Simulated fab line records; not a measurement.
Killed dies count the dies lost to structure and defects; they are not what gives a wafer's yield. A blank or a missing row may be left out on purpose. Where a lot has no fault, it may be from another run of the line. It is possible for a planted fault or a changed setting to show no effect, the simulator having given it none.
Chamber matching -- flow gf180mcu -- GF_V3_CMP_04 on cmp-02: 4 sister chambers
The step polishes SiO2. 15 wafers are shown with their chamber, then 7 later ones without.

## WAFERS WITH THEIR CHAMBER
wafer,chamber,motor current A (A),time to endpoint s (s),slurry filter dp kPa (kPa)
L452.1,3,9.4,78,13.52
L452.5,1,11.9,79,13.56
L452.6,2,13.6,79,13.43
L453.3,3,10.0,82,13.57
L453.5,1,11.6,82,13.38
L453.6,2,13.0,82,13.55
L461.3,1,12.5,78,13.57
L461.5,0,10.4,82,13.48
L461.6,1,12.0,86,13.43
L462.1,1,11.9,75,13.72
L462.2,0,10.7,85,13.33
L462.5,2,13.4,79,13.40
L464.1,3,9.8,101,13.45
L466.2,1,11.9,79,13.50
L466.4,0,10.6,88,13.42

SIGNATURES (means of the wafers above)
reading,chamber 0,chamber 1,chamber 2,chamber 3,scatter within a chamber
motor current A,10.567,11.967,13.333,9.733,0.279
time to endpoint s,85.00,79.83,80.00,87.00,6.01
slurry filter dp kPa,13.4100,13.5267,13.4600,13.5133,0.0969
Rule: for a wafer and a chamber, the distance is found by dividing, reading by reading, the gap between the wafer's reading and the chamber's mean by the reading's scatter, squaring, summing and taking the root. The wafer belongs to the nearest chamber; if the next one is less than 2 further off, it can't be placed. How the scatter is found: for the shown wafers, subtract from each reading the mean of its chamber, square and add these, divide the total by (wafers less chambers), then take the root.

## WAFERS WITH NO CHAMBER GIVEN
wafer,motor current A (A),time to endpoint s (s),slurry filter dp kPa (kPa)
L466.6,9.8,83,13.53
L474.1,12.0,73,13.30
L474.5,11.7,80,13.48
L474.6,13.5,78,13.52
L473.1,14.1,80,13.47
L473.2,9.6,79,13.57
L473.6,13.5,80,13.62

## EACH ONE'S CHAMBER
wafer,from the rows above,in truth
L466.6,3,3
L474.1,1,1
L474.5,1,1
L474.6,2,2
L473.1,2,2
L473.2,3,3
L473.6,2,2
Correct placement for 7 of the 7. Number that these rows cannot place: 0. Number placed wrongly: 0.
